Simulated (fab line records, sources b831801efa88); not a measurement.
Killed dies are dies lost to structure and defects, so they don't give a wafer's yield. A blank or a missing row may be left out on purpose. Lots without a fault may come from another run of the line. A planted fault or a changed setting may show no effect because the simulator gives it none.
One fault seen from 2 desks | flow sky130 | each desk has only its own numbers; what lay behind them comes last

THE METROLOGY DESK
What the gauges read, lot by lot, whatever tool the lot ran on: means of the sampled wafers that have a number. A lot is out of limits, marked OUT, if its mean lies more than 4 standard deviations from the usual mean; the brackets give that distance.
Columns: A = PASSIVATION_CVD_02_THK at SKY_PASSIVATION_THK_MEAS_03, usual 540 nm
lot  | first seen here | A
L851 | day 43 13:20    | 539
L852 | day 43 15:05    | 532
L862 | day 47 04:10    | 895 (+49) OUT
L861 | day 47 05:37    | 902 (+50) OUT
L863 | day 47 11:04    | 544
L867 | day 48 01:05    | 538
L870 | day 48 12:23    | 536
L869 | day 48 13:30    | 530
L872 | day 49 00:07    | 539
L873 | day 49 02:56    | 534
L874 | day 49 08:16    | 540
This desk's finding: out of limits on L861, L862; first on L862, day 47 04:10 (PASSIVATION_CVD_02_THK at SKY_PASSIVATION_THK_MEAS_03). In limits: L851, L852, L863, L867, L870, L869, L872, L873, L874.

THE TOOL OWNER'S DESK: pecvd-03
The tool's own readings at SKY_PASSIVATION_CVD_02 (deposits Si3N4, target thk 540 nm): means of the sampled wafers that have a number, for each lot that ran on this tool. A lot is out of limits, marked OUT, if its mean lies more than 4 standard deviations from the usual mean; the brackets give that distance.
Columns: A = heater_power_w at SKY_PASSIVATION_CVD_02, usual 754 W
lot  | first seen here | A
L862 | day 47 03:56    | 717
L861 | day 47 05:23    | 698
This desk's finding: nothing out of limits on any of the 2 lots.

PUT TOGETHER
The metrology desk could have raised an alarm at day 47 04:10, on L861, L862.
The tool owner's desk saw nothing out of limits.
The tool owner's desk has L861, L862 on record, within its limits.
Of the lots named, all ran SKY_PASSIVATION_CVD_02 on pecvd-03.

WHAT THE SIMULATOR HAD PUT IN
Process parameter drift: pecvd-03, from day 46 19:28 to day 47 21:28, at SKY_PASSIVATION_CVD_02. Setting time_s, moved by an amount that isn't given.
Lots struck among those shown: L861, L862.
Hours from the fault's start to each desk's first reading out of limits: the metrology desk, 9.
